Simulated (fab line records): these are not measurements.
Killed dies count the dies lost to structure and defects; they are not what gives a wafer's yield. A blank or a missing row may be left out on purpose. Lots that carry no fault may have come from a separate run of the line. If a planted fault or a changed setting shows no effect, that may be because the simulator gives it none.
What tool caused it? || flow gf180mcu || 6 lots, 18 wafers sampled, at 3 steps of a route of 602

== WHAT THE GAUGES SHOWED, per wafer ==
GF_MVSD_TW_MEAS_11.
{"lot": "L380", "measured": "day 5 03:38", "on": "film-metro-04", "MVSD_TW": "1571 1574 1565"}
{"lot": "L385", "measured": "day 6 08:50", "on": "film-metro-02", "MVSD_TW": "1588 1577 1583"}
{"lot": "L388", "measured": "day 7 02:49", "on": "film-metro-01", "MVSD_TW": "1578 1568 1565"}
{"lot": "L400", "measured": "day 9 23:05", "on": "film-metro-01", "MVSD_TW": "1558 1547 1552"}

== WHAT TOOL EACH LOT RAN ON (gives the tool, then ch and the chambers of the sampled wafers, and finally the start) ==
{"lot": "L380", "GF_STI_ETCH_13": "rie-diel-01 ch 0,2, day 2 17:17", "GF_STI_STRIP_15": "plasma-asher-02 ch 0, day 2 17:26"}
{"lot": "L385", "GF_STI_ETCH_13": "rie-diel-01 ch 1,3, day 3 19:25", "GF_STI_STRIP_15": "plasma-asher-01 ch 0,1, day 3 19:35"}
{"lot": "L388", "GF_STI_ETCH_13": "rie-diel-01 ch 1,2, day 4 10:20", "GF_STI_STRIP_15": "plasma-asher-01 ch 0,1, day 4 10:31"}
{"lot": "L394", "GF_STI_ETCH_13": "rie-diel-04 ch 0,1, day 5 16:07", "GF_STI_STRIP_15": "plasma-asher-04 ch 0,1, day 5 16:19"}
{"lot": "L396", "GF_STI_ETCH_13": "rie-diel-01 ch 1,3, day 6 04:38", "GF_STI_STRIP_15": "plasma-asher-02 ch 0,1, day 6 04:47"}
{"lot": "L400", "GF_STI_ETCH_13": "rie-diel-01 ch 0,1,3, day 6 23:47", "GF_STI_STRIP_15": "plasma-asher-04 ch 0,1, day 6 23:56"}
- GF_STI_ETCH_13: etches the open film in CHF3/O2, stops on Si, target depth 282.31 nm, time 112.9 s.
- GF_STI_STRIP_15: strips in O2/N2.

== THE ANSWER, worked out from the rows above alone ==
Rule: the lots themselves supply what counts as usual. Put in order of their means at a reading, lots are off if they are a third of the lots or fewer, leave a main group of 4 or more, and stand apart from it by a gap of 3 or more times the standard deviation of the main group's means; of several such gaps the widest counts. The tables above print the reading to a certain number of digits; a main group whose means all agree to those digits is not used. Also off: a lot with no number at a reading for which 4 or more lots have one. The other lots that the step has rows for count as sound.
No lot is off on any of the readings shown, so nothing can be concluded from this.

== WHAT THE SIMULATOR PUT IN ==
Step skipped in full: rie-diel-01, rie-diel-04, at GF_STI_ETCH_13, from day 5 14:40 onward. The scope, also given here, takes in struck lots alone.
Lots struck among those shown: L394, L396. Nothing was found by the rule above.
